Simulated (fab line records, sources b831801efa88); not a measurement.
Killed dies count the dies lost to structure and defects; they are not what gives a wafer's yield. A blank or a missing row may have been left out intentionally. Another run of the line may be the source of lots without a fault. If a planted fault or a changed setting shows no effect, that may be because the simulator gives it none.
A lot that was struck, set against a sound lot | flow sky130 | 14 steps out of a route of 708
Sound: the wafers L856.1, L856.3, L856.4. Wafers L863.1, L863.2, L863.6 were the ones struck. The cause is named last.
Order at every step that has rows: each side's tool, ch and its chambers, its first start. Under that, the readings that differ: sound wafers | struck wafers | difference of the means | sigmas: that difference in standard deviations of wafers without a fault.
alike: same words and numbers on both sides, and readings whose means sit less than 2 such deviations apart. not compared: any withheld reading, any reading some wafer has no value for, any bound like >300 that may hide the same value, and any number with overlapping values for which the record gives no deviation.
Wherever a step has rows on one side only, a row that says differs or no value, or a row with sigmas, the two part there. Non-overlapping numbers with no deviation appear without sigmas and do not part them. A reading missing from all wafers of one side parts the sides only when that side holds two or more wafers.

SKY_SONOS_TUNNEL_TW_MEAS_12:
  sound on filmMetro-04 at day 14 02:07; struck on filmMetro-02 at day 16 03:46
reading         | sound             | struck            | difference | sigmas
SONOS_TUNNEL_TW | 198.9 199.2 198.3 | 194.8 195.1 195.8 | -3.6       | -3
then, 2 steps without rows for these wafers: SKY_SONOS_TUNNEL_CLEAN_13 (cleans in dHF, time 20 s); SKY_SONOS_ONO_OXIDATION_00 (stabilise 600 s, purge 300 s, target thk 2.6 nm).
SKY_SONOS_ONO_THK_MEAS_01:
  sound on filmMetro-03 at day 14 08:28; struck on filmMetro-01 at day 16 06:31
  alike: SONOS_ONO_OXIDATION_THK
then, 1 step without rows for these wafers: SKY_SONOS_ONO_CVD_02 (deposits Si3N4 from DCS/NH3, target thk 10.5 nm, time 180 s).
SKY_SONOS_ONO_THK_MEAS_03:
  sound on filmMetro-02 at day 14 09:34; struck on filmMetro-02 at day 16 08:01
  alike: SONOS_ONO_CVD_02_THK
then, 1 step without rows for these wafers: SKY_SONOS_ONO_CVD_04 (deposits SiO2 from SiH4/N2O, target thk 5.7199 nm).
SKY_SONOS_ONO_THK_MEAS_05:
  sound on filmMetro-01 at day 14 10:53; struck on filmMetro-03 at day 16 09:20
  alike: SONOS_ONO_CVD_04_THK
then, 4 steps without rows for these wafers: SKY_SONOS_ONO_DEHYDRATE_06 (time 60 s); SKY_SONOS_ONO_HMDS_07 (prime time 60 s); SKY_SONOS_ONO_COAT_08 (resist thk 1140 nm); SKY_SONOS_ONO_SOFTBAKE_09 (time 60 s).
SKY_SONOS_ONO_EXPOSE_10: exposes mask ONOM, target cd 410 nm.
  sound on ilineStepper-02 ch 0, day 14 22:56; struck on ilineStepper-02, day 16 23:34
  no value came back on the struck wafers for exposureDoseMJCm2, focusOffsetNm (nm), stageVelMmS (mm/s); on the sound wafers exposureDoseMJCm2 reads 149.95 149.93 150.08
  alike: mask
following that, these wafers have no rows for 1 step: SKY_SONOS_ONO_PEB_11.

## WHERE THEY PART
First at SKY_SONOS_TUNNEL_TW_MEAS_12; last, within this record, at SKY_SONOS_ONO_EXPOSE_10.

WHY: what the simulator had put in
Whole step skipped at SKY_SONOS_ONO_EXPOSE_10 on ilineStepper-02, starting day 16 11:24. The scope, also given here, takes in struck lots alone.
